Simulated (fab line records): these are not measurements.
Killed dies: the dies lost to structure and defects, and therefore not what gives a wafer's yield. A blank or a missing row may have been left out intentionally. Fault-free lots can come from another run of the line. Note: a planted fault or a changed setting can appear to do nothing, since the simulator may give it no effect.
Chamber matching | flow sky130 | cmp-02 running SKY_VIA2_CMP_24: 4 sister chambers
The step polishes, stops on SiO2, t overpolish 20 s, target thk 0 nm. 8 wafers are shown with their chamber, then 12 later ones without.

## WAFERS, EACH WITH ITS CHAMBER
wafer  | chamber | motor_current_A (A) | time_to_endpoint_s (s)
L083.6 | 2       | 10.7                | 102
L085.4 | 2       | 10.2                | 103
L088.1 | 0       | 12.0                | 109
L088.2 | 3       | 10.6                | 99
L088.3 | 1       | 11.9                | 102
L092.3 | 3       | 10.7                | 100
L092.4 | 1       | 11.6                | 104
L092.6 | 0       | 11.5                | 107

## WAFERS MISSING THEIR CHAMBER
wafer  | motor_current_A (A) | time_to_endpoint_s (s)
L093.1 | 11.6                | 101
L093.2 | 10.4                | 99
L093.4 | 11.4                | 98
L094.1 | 11.5                | 104
L094.2 | 10.0                | 101
L094.4 | 11.0                | 105
L095.3 | 10.9                | 102
L095.5 | 11.4                | 106
L095.6 | 11.7                | 102
L097.1 | 12.3                | 101
L097.3 | 10.7                | 100
L097.6 | 11.1                | 105

## EACH ONE'S CHAMBER
wafer  | from the rows above          | in truth
L093.1 | can't be placed: 1 or 3      | 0
L093.2 | 3                            | 3
L093.4 | can't be placed: 3 or 1      | 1
L094.1 | 1                            | 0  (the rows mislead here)
L094.2 | can't be placed: 2 or 3      | 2
L094.4 | can't be placed: 2 or 1 or 0 | 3
L095.3 | can't be placed: 2 or 3 or 1 | 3
L095.5 | can't be placed: 0 or 1      | 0
L095.6 | 1                            | 1
L097.1 | 1                            | 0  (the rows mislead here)
L097.3 | can't be placed: 3 or 2      | 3
L097.6 | can't be placed: 1 or 2 or 0 | 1
Correctly placed: 2 of 12. From these rows, 8 cannot be placed; in 6 the true chamber is one of the candidates. 2 placed wrongly.
How it was worked out, from the rows above alone: a wafer's distance from a chamber is the root of the sum, over the readings, of the square of ((its reading less the chamber's mean) divided by the reading's scatter). If the next closest chamber is less than 2 further off than the closest, the wafer can't be placed; otherwise it belongs to the closest. A chamber's mean is the mean of its shown wafers. The scatter: take each reading less its chamber's mean, square it, sum over the shown wafers, divide by the number of wafers less the number of chambers, and take the root.
